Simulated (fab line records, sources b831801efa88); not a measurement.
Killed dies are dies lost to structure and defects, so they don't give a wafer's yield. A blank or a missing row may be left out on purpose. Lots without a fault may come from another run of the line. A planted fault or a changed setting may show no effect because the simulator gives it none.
fab line records | flow sky130
record lots=13 wafers=39 last_day=52
route steps=708 shown FIELD_ISO@5 SONOS_ONO@170 LDD_LDN@302 LI_CONTACT@374
lots that met no fault: from a run of the same line without faults
start_h: hours from the record's first day to the start of the lot's first wafer shown | wait_h: hours since the lot's step before | " the same as in the row above | L1.1+2: a row that stands for several wafers | - no value, or no start given | * or withheld: withheld | < > ~ a bound
route shown NAME@n: a module of which the file shows steps, and the number in the route of the first | usual: mean/standard deviation of fault-free wafers | same: alike in all rows | chamber/n: place in a boat | sites: the reading at each site | _std_site: their standard deviation | _edge_site: outer sites' mean less inner sites' | radius_mm: how far each site lies from the wafer's centre | mask NAME#n: copy n | behind: the tool/chamber that last shaped the wafer | hold: why the lot was held/for how many hours/how that ended | device: the transistor (n, p or np) that didn't switch | end of line: the same wafers' tests at the end of the route | a step without rows: its recipe alone | killed: dies lost to structure and defects at the first sort, not the wafer's yield | map: a wafer's dies, x killed, . not, _ none there
set.NAME: the setting as run; set.NAME@STEP: as run at that earlier step | model.NAME: the simulator's own value behind a step, which no gauge read
steps of the route over a sample of lots; a table a step, a row a wafer
services: from which hour (start_h, from the record's first day; less than 0 if before it) a tool's chamber was out of use, for how many hours, and why
## steps
# step SKY_FIELD_ISO_THK_MEAS_04
# recipe reads=Si3N4_of_FIELD_ISO_CVD_03
# usual FIELD_ISO_CVD_03_THK=164.6/1.4
# columns lot.wafer tool chamber start_h wait_h FIELD_ISO_CVD_03_THK[nm]
L433.1 film_metro-01 - 14.13 0.0 166.1
L433.2 " - " " 165.3
L433.3 " - " " 165.1
L434.1 film_metro-04 - 18.67 0.0 161.4
L434.3 " - " " 162.8
L434.6 " - " " 162.4
L435.1 film_metro-03 - 23.95 0.0 162.5
L435.3 " - " " 162.1
L435.6 " - " " 163.9
L436.1 film_metro-04 - 29.66 0.0 165.9
L436.3 " - " " 165.6
L436.4 " - " " 165.6
L437.2 film_metro-01 - 36.65 0.0 165.6
L437.4 " - " " 163.7
L437.5 " - " " 164.0
L440.2 film_metro-03 - 49.43 0.0 164.8
L440.4 " - " " 164.4
L440.6 " - " " 165.4
L441.2 film_metro-04 - 53.63 0.0 163.7
L441.3 " - " " 163.2
L441.4 " - " " 162.7
L451.2 film_metro-03 - 187.60 0.0 162.2
L451.4 " - " " 162.1
L451.6 " - " " 163.5
L452.2 film_metro-01 - 187.60 0.0 167.1
L452.4 " - " " 166.0
L452.6 " - " " 167.2
L453.2 film_metro-04 - 187.60 0.0 164.0
L453.3 " - " " 163.4
L453.4 " - " " 164.7
L454.2 film_metro-03 - 187.66 0.1 166.5
L454.3 " - " " 167.2
L454.4 " - " " 167.0
L455.2 film_metro-01 - 187.66 0.1 167.3
L455.4 " - " " 165.3
L455.6 " - " " 166.0
L456.2 film_metro-04 - 187.66 0.1 163.7
L456.3 " - " " 166.2
L456.5 " - " " 166.3
# step SKY_SONOS_ONO_CVD_02
# recipe material=Si3N4 precursor=DCS/NH3 target_thk_nm=10.5 temp_c=770 time_s=180 pressure_mtorr=250
# usual pressure_mtorr=250.0/0.5 zone_power_upper_pct=13.30/0.15
# columns lot.wafer tool chamber start_h wait_h pressure_mtorr zone_power_upper_pct
L433.1 lpcvd-02 1 204.37 1.1 250.0 13.13
L433.2 " 1 " " 249.6 13.14
L433.3 " 1 " " 251.0 13.22
L434.1 lpcvd-02 1 211.96 0.1 249.4 13.28
L434.3 " 1 " " 250.2 13.18
L434.6 " 1 " " 249.7 13.10
L435.1 lpcvd-02 0 220.15 0.1 249.9 13.56
L435.3 " 0 " " 249.9 13.40
L435.6 " 0 " " 249.7 13.46
L436.1 lpcvd-02 0 227.10 0.1 250.1 13.38
L436.3 " 0 " " 250.0 13.36
L436.4 " 0 " " 250.2 13.19
L437.2 lpcvd-02 1 227.10 0.0 249.9 13.45
L437.4 " 1 " " 249.2 13.15
L437.5 " 1 " " 249.1 13.03
L440.2 lpcvd-02 1 249.36 0.0 250.8 13.23
L440.4 " 1 " " 250.6 13.30
L440.6 " 1 " " 250.7 13.08
L441.2 lpcvd-02 1 257.34 0.8 250.2 13.16
L441.3 " 1 " " 249.9 13.42
L441.4 " 1 " " 249.1 13.19
L453.2 lpcvd-02 0 522.59 0.0 249.7 13.58
L453.3 " 0 " " 249.3 13.27
L453.4 " 0 " " 250.7 13.24
L451.2 lpcvd-02 0 523.64 0.6 249.2 13.18
L451.4 " 0 " " 249.6 13.07
L451.6 " 0 " " 249.8 13.38
L452.2 lpcvd-02 0 523.64 0.6 249.6 13.41
L452.4 " 0 " " 249.8 13.23
L452.6 " 0 " " 249.2 13.48
L454.2 lpcvd-02 1 524.69 0.8 250.5 13.31
L454.3 " 1 " " 250.8 13.21
L454.4 " 1 " " 250.7 13.27
L455.2 lpcvd-02 0 524.69 0.8 250.2 13.22
L455.4 " 0 " " 250.0 13.43
L455.6 " 0 " " 250.0 13.53
L456.2 lpcvd-02 0 524.69 0.8 250.2 13.33
L456.3 " 0 " " 250.4 13.23
L456.5 " 0 " " 250.8 13.28
# step SKY_SONOS_ONO_THK_MEAS_03
# recipe reads=Si3N4_of_SONOS_ONO_CVD_02
# usual SONOS_ONO_CVD_02_THK=10.53/0.12
# columns lot.wafer tool chamber start_h wait_h SONOS_ONO_CVD_02_THK[nm]
L433.1 film_metro-03 - 205.42 0.0 10.57
L433.2 " - " " 10.54
L433.3 " - " " 10.52
L434.1 film_metro-03 - 213.01 0.0 10.58
L434.3 " - " " 10.45
L434.6 " - " " 10.42
L435.1 film_metro-01 - 221.20 0.0 10.60
L435.3 " - " " 10.66
L435.6 " - " " 10.52
L436.1 film_metro-03 - 228.15 0.0 10.63
L436.3 " - " " 10.58
L436.4 " - " " 10.51
L437.2 film_metro-04 - 228.16 0.0 10.62
L437.4 " - " " 10.53
L437.5 " - " " 10.43
L440.2 film_metro-03 - 250.42 0.0 10.46
L440.4 " - " " 10.36
L440.6 " - " " 10.41
L441.2 film_metro-04 - 258.40 0.0 11.37
L441.3 " - " " 11.55
L441.4 " - " " 11.41
L453.2 film_metro-03 - 523.65 0.0 10.56
L453.3 " - " " 10.64
L453.4 " - " " 10.52
L451.2 film_metro-01 - 524.70 0.0 10.47
L451.4 " - " " 10.53
L451.6 " - " " 10.47
L452.2 film_metro-04 - 524.70 0.0 10.60
L452.4 " - " " 10.53
L452.6 " - " " 10.73
L454.2 film_metro-03 - 525.75 0.0 10.42
L454.3 " - " " 10.29
L454.4 " - " " 10.52
L455.2 film_metro-01 - 525.75 0.0 10.43
L455.4 " - " " 10.33
L455.6 " - " " 10.30
L456.2 film_metro-04 - 525.75 0.0 10.56
L456.3 " - " " 10.51
L456.5 " - " " 10.57
# step SKY_LDD_LDN_TW_MEAS_13
# usual LDD_LDN_TW=1477/14
# columns lot.wafer tool chamber start_h wait_h LDD_LDN_TW
L433.1 film_metro-01 - 456.22 0.1 1466
L433.2 " - " " 1465
L433.3 " - " " 1457
L434.1 film_metro-03 - 457.14 0.1 1494
L434.3 " - " " 1493
L434.6 " - " " 1488
L435.1 film_metro-04 - 469.47 0.1 1468
L435.3 " - " " 1462
L435.6 " - " " 1469
L436.1 film_metro-04 - 476.47 0.1 1460
L436.3 " - " " 1466
L436.4 " - " " 1469
L437.2 film_metro-04 - 489.80 0.1 1470
L437.4 " - " " 1472
L437.5 " - " " 1470
L440.2 film_metro-03 - 517.18 0.1 1492
L440.4 " - " " 1495
L440.6 " - " " 1491
L441.2 film_metro-03 - 528.98 0.1 1486
L441.3 " - " " 1485
L441.4 " - " " 1493
L453.2 film_metro-01 - 787.13 0.1 1476
L453.3 " - " " 1466
L453.4 " - " " 1469
L451.2 film_metro-03 - 790.60 0.1 1484
L451.4 " - " " 1488
L451.6 " - " " 1486
L452.2 film_metro-04 - 792.45 0.1 1459
L452.4 " - " " 1460
L452.6 " - " " 1468
L454.2 film_metro-03 - 793.98 0.1 1485
L454.3 " - " " 1477
L454.4 " - " " 1477
L455.2 film_metro-04 - 794.00 0.1 1463
L455.4 " - " " 1465
L455.6 " - " " 1467
L456.2 film_metro-03 - 794.90 0.1 1479
L456.3 " - " " 1482
L456.5 " - " " 1477
# step SKY_LI_CONTACT_CD_MEAS_12
# recipe target_cd_nm=170
# usual cd_nm=169.8/1.3
# columns lot.wafer tool chamber start_h wait_h cd_nm
L433.1 cd_sem-02 - 620.91 - 167.7
L433.2 " - " " 169.0
L433.3 " - " " 167.7
L434.1 cd_sem-02 - 621.56 - 170.5
L434.3 " - " " 169.3
L434.6 " - " " 170.0
L435.1 cd_sem-01 - 621.91 - 171.2
L435.3 " - " " 169.1
L435.6 " - " " 170.6
L436.1 cd_sem-01 - 623.78 - 169.7
L436.3 " - " " 171.7
L436.4 " - " " 171.6
L437.2 cd_sem-01 - 639.28 - 170.3
L437.4 " - " " 170.7
L437.5 " - " " 171.2
L440.2 cd_sem-02 - 663.13 - 168.6
L440.4 " - " " 169.8
L440.6 " - " " 169.0
L441.2 cd_sem-02 - 672.30 - 167.6
L441.3 " - " " 170.6
L441.4 " - " " 169.7
L453.2 cd_sem-01 - 923.88 - 169.3
L453.3 " - " " 168.8
L453.4 " - " " 170.5
L451.2 cd_sem-02 - 928.06 - 171.7
L451.4 " - " " 171.5
L451.6 " - " " 170.6
L452.2 cd_sem-01 - 929.81 - 169.5
L452.4 " - " " 169.3
L452.6 " - " " 168.4
L454.2 cd_sem-01 - 930.46 - 168.5
L454.3 " - " " 169.7
L454.4 " - " " 170.1
L455.2 cd_sem-02 - 931.46 - 170.4
L455.4 " - " " 169.3
L455.6 " - " " 169.8
L456.2 cd_sem-02 - 933.48 - 171.1
L456.3 " - " " 172.2
L456.5 " - " " 171.3
## services
# columns tool chamber start_h hours kind
lpcvd-02 - 306.68 6.0 pm
lpcvd-02 - 328.24 2.8 pm
lpcvd-02 - 348.17 1.4 repair
lpcvd-02 - 443.06 28.1 pm
## key
first_sign step=SKY_SONOS_ONO_THK_MEAS_03 reading=SONOS_ONO_CVD_02_THK direction=up sigmas=7.8 usual=10.53 struck=11.44
effect none on later readings
met_at SKY_SONOS_ONO_CVD_02
struck_lots L441
struck_wafers L441.2,L441.3,L441.4
tester_left_out L441
not_acting_at SKY_FIELD_ISO_THK_MEAS_04,SKY_LDD_LDN_TW_MEAS_13,SKY_LI_CONTACT_CD_MEAS_12
onset_between 249.36 257.34
fault kind=process_parameter_drift tool=lpcvd-02 chamber=1 onset_h=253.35 steps=SKY_SONOS_ONO_CVD_02 channel=target_thk_nm offset=0.79348 shape=step end_h=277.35 acts_in=these_recipes_only stated=10.5
# tester_left_out: of these lots the tester's yield and bins aren't shown, on N5 and GAA mostly nor the transistor test; their killed dies are dies lost to structure and defects alone, not to doping, threshold or leakage, so they don't give the yield
